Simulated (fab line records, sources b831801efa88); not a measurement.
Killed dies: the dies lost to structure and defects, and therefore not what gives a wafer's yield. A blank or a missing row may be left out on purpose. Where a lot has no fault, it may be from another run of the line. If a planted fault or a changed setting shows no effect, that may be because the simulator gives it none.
Chamber matching / flow sky130 / SKY_PASSIVATION_CVD_00 on pecvd-02 has 3 sister chambers
The step deposits SiO2, target thk 90 nm. 14 wafers are shown with their chamber, then 7 later ones without.

## WAFERS WITH THEIR CHAMBER
wafer=L075.1; chamber=1; heater-power-w (W)=838
wafer=L075.2; chamber=0; heater-power-w (W)=730
wafer=L075.4; chamber=0; heater-power-w (W)=706
wafer=L078.2; chamber=2; heater-power-w (W)=781
wafer=L078.3; chamber=0; heater-power-w (W)=753
wafer=L078.5; chamber=1; heater-power-w (W)=825
wafer=L083.2; chamber=2; heater-power-w (W)=680
wafer=L083.3; chamber=1; heater-power-w (W)=840
wafer=L083.5; chamber=1; heater-power-w (W)=822
wafer=L085.3; chamber=0; heater-power-w (W)=759
wafer=L085.4; chamber=0; heater-power-w (W)=612
wafer=L085.6; chamber=2; heater-power-w (W)=713
wafer=L086.1; chamber=0; heater-power-w (W)=668
wafer=L086.4; chamber=2; heater-power-w (W)=794

SIGNATURES, as means of the wafers listed above
reading=heater-power-w; chamber 0=704.67; chamber 1=831.25; chamber 2=742.00; scatter within a chamber=47.7
Rule: distance of a wafer from a chamber = root of the sum over the readings of ((wafer's reading minus chamber's mean) / reading's scatter) squared. The wafer belongs to the nearest chamber; if the next one is less than 2 further off, it can't be placed. The scatter is the square root of a quotient: the sum, over the shown wafers, of each reading's squared deviation from its chamber's mean, divided by wafers minus chambers.

## WAFERS WITHOUT THEIR CHAMBER
wafer=L086.5; heater-power-w (W)=823
wafer=L089.2; heater-power-w (W)=839
wafer=L089.3; heater-power-w (W)=720
wafer=L089.4; heater-power-w (W)=754
wafer=L092.1; heater-power-w (W)=677
wafer=L092.4; heater-power-w (W)=670
wafer=L092.5; heater-power-w (W)=679

## THE CHAMBER EACH PASSED THROUGH
wafer=L086.5; from the rows above=can't be placed: 1 or 2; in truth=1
wafer=L089.2; from the rows above=can't be placed: 1 or 2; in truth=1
wafer=L089.3; from the rows above=can't be placed: 0 or 2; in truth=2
wafer=L089.4; from the rows above=can't be placed: 2 or 0 or 1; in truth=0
wafer=L092.1; from the rows above=can't be placed: 0 or 2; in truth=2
wafer=L092.4; from the rows above=can't be placed: 0 or 2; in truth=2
wafer=L092.5; from the rows above=can't be placed: 0 or 2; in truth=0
Correct placement for 0 of the 7. From these rows, 7 cannot be placed; in 7 the true chamber is one of the candidates. Wrongly placed: 0.
